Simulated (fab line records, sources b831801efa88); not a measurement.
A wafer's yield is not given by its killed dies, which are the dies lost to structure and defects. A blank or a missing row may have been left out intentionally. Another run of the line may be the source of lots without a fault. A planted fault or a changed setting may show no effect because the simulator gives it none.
Matching of chambers / flow sky130 / 4 sister chambers for SKY_CONTACT_ETCH_16 on rieDiel-02
The step etches BARC in N2/H2, stops on SiO2, time 45.9 s, target depth 60 nm. 27 wafers are shown with their chamber, then 12 later ones without.

WAFERS, EACH WITH ITS CHAMBER
wafer=L075.4; chamber=2; oesProductAu (a.u.)=0.850; h2FlowSccm (sccm)=200.0; throttleValvePct (%)=13.217
wafer=L075.5; chamber=0; oesProductAu (a.u.)=0.858; h2FlowSccm (sccm)=201.3; throttleValvePct (%)=13.231
wafer=L075.6; chamber=1; oesProductAu (a.u.)=0.854; h2FlowSccm (sccm)=201.2; throttleValvePct (%)=13.213
wafer=L077.1; chamber=0; oesProductAu (a.u.)=0.859; h2FlowSccm (sccm)=198.9; throttleValvePct (%)=13.222
wafer=L077.3; chamber=2; oesProductAu (a.u.)=0.859; h2FlowSccm (sccm)=198.6; throttleValvePct (%)=13.223
wafer=L077.4; chamber=3; oesProductAu (a.u.)=0.857; h2FlowSccm (sccm)=199.8; throttleValvePct (%)=13.213
wafer=L076.1; chamber=1; oesProductAu (a.u.)=0.860; h2FlowSccm (sccm)=199.8; throttleValvePct (%)=13.222
wafer=L076.4; chamber=0; oesProductAu (a.u.)=0.859; h2FlowSccm (sccm)=200.1; throttleValvePct (%)=13.228
wafer=L076.6; chamber=1; oesProductAu (a.u.)=0.851; h2FlowSccm (sccm)=198.8; throttleValvePct (%)=13.227
wafer=L078.3; chamber=1; oesProductAu (a.u.)=0.851; h2FlowSccm (sccm)=199.5; throttleValvePct (%)=13.225
wafer=L078.4; chamber=0; oesProductAu (a.u.)=0.864; h2FlowSccm (sccm)=199.6; throttleValvePct (%)=13.222
wafer=L078.6; chamber=2; oesProductAu (a.u.)=0.850; h2FlowSccm (sccm)=200.0; throttleValvePct (%)=13.227
wafer=L081.3; chamber=0; oesProductAu (a.u.)=0.860; h2FlowSccm (sccm)=199.8; throttleValvePct (%)=13.219
wafer=L081.4; chamber=1; oesProductAu (a.u.)=0.850; h2FlowSccm (sccm)=199.6; throttleValvePct (%)=13.218
wafer=L081.6; chamber=2; oesProductAu (a.u.)=0.846; h2FlowSccm (sccm)=198.5; throttleValvePct (%)=13.212
wafer=L082.3; chamber=1; oesProductAu (a.u.)=0.856; h2FlowSccm (sccm)=200.2; throttleValvePct (%)=13.220
wafer=L082.4; chamber=2; oesProductAu (a.u.)=0.848; h2FlowSccm (sccm)=200.1; throttleValvePct (%)=13.235
wafer=L082.6; chamber=1; oesProductAu (a.u.)=0.861; h2FlowSccm (sccm)=200.2; throttleValvePct (%)=13.229
wafer=L083.1; chamber=0; oesProductAu (a.u.)=0.848; h2FlowSccm (sccm)=199.7; throttleValvePct (%)=13.214
wafer=L083.4; chamber=3; oesProductAu (a.u.)=0.853; h2FlowSccm (sccm)=200.0; throttleValvePct (%)=13.233
wafer=L083.6; chamber=0; oesProductAu (a.u.)=0.855; h2FlowSccm (sccm)=199.7; throttleValvePct (%)=13.230
wafer=L085.1; chamber=3; oesProductAu (a.u.)=0.853; h2FlowSccm (sccm)=199.7; throttleValvePct (%)=13.241
wafer=L085.4; chamber=1; oesProductAu (a.u.)=0.854; h2FlowSccm (sccm)=199.8; throttleValvePct (%)=13.224
wafer=L085.5; chamber=1; oesProductAu (a.u.)=0.859; h2FlowSccm (sccm)=199.4; throttleValvePct (%)=13.233
wafer=L087.3; chamber=0; oesProductAu (a.u.)=0.860; h2FlowSccm (sccm)=200.4; throttleValvePct (%)=13.218
wafer=L087.5; chamber=0; oesProductAu (a.u.)=0.853; h2FlowSccm (sccm)=199.5; throttleValvePct (%)=13.230
wafer=L087.6; chamber=1; oesProductAu (a.u.)=0.850; h2FlowSccm (sccm)=200.8; throttleValvePct (%)=13.226

SIGNATURES (averages over the wafers above)
reading=oesProductAu; chamber 0=0.85733; chamber 1=0.85460; chamber 2=0.85060; chamber 3=0.85433; scatter within a chamber=0.0044
reading=h2FlowSccm; chamber 0=199.889; chamber 1=199.930; chamber 2=199.440; chamber 3=199.833; scatter within a chamber=0.682
reading=throttleValvePct; chamber 0=13.22378; chamber 1=13.22370; chamber 2=13.22280; chamber 3=13.22900; scatter within a chamber=0.00762
Rule: distance of a wafer from a chamber = root of the sum over the readings of ((wafer's reading minus chamber's mean) / reading's scatter) squared. The wafer belongs to the nearest chamber; if the next one is less than 2 further off, it can't be placed. The scatter: take each reading less its chamber's mean, square it, sum over the shown wafers, divide by the number of wafers less the number of chambers, and take the root.

WAFERS WITHOUT THEIR CHAMBER
wafer=L088.1; oesProductAu (a.u.)=0.851; h2FlowSccm (sccm)=199.8; throttleValvePct (%)=13.237
wafer=L088.2; oesProductAu (a.u.)=0.862; h2FlowSccm (sccm)=199.5; throttleValvePct (%)=13.215
wafer=L088.5; oesProductAu (a.u.)=0.851; h2FlowSccm (sccm)=199.5; throttleValvePct (%)=13.218
wafer=L089.4; oesProductAu (a.u.)=0.851; h2FlowSccm (sccm)=200.2; throttleValvePct (%)=13.223
wafer=L089.5; oesProductAu (a.u.)=0.854; h2FlowSccm (sccm)=199.4; throttleValvePct (%)=13.234
wafer=L089.6; oesProductAu (a.u.)=0.861; h2FlowSccm (sccm)=201.4; throttleValvePct (%)=13.215
wafer=L093.1; oesProductAu (a.u.)=0.853; h2FlowSccm (sccm)=199.6; throttleValvePct (%)=13.219
wafer=L093.3; oesProductAu (a.u.)=0.848; h2FlowSccm (sccm)=199.7; throttleValvePct (%)=13.240
wafer=L093.5; oesProductAu (a.u.)=0.854; h2FlowSccm (sccm)=199.6; throttleValvePct (%)=13.232
wafer=L097.1; oesProductAu (a.u.)=0.852; h2FlowSccm (sccm)=200.2; throttleValvePct (%)=13.218
wafer=L097.2; oesProductAu (a.u.)=0.852; h2FlowSccm (sccm)=200.2; throttleValvePct (%)=13.227
wafer=L097.4; oesProductAu (a.u.)=0.859; h2FlowSccm (sccm)=199.5; throttleValvePct (%)=13.221

EACH ONE'S CHAMBER
wafer=L088.1; from the rows above=can't be placed: 3 or 1 or 2 or 0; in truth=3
wafer=L088.2; from the rows above=can't be placed: 0 or 1 or 3 or 2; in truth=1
wafer=L088.5; from the rows above=can't be placed: 2 or 1 or 3 or 0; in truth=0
wafer=L089.4; from the rows above=can't be placed: 1 or 2 or 3 or 0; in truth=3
wafer=L089.5; from the rows above=can't be placed: 3 or 1 or 2 or 0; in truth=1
wafer=L089.6; from the rows above=can't be placed: 0 or 1 or 3 or 2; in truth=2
wafer=L093.1; from the rows above=can't be placed: 2 or 1 or 0 or 3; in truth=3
wafer=L093.3; from the rows above=can't be placed: 3 or 2 or 1 or 0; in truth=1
wafer=L093.5; from the rows above=can't be placed: 3 or 1 or 0 or 2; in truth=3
wafer=L097.1; from the rows above=can't be placed: 1 or 2 or 0 or 3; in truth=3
wafer=L097.2; from the rows above=can't be placed: 3 or 1 or 2 or 0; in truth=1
wafer=L097.4; from the rows above=can't be placed: 0 or 1 or 3 or 2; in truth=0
Placed correctly: 0 of 12. These rows do not allow placing 12 (true chamber among the candidates in 12). Number placed wrongly: 0.
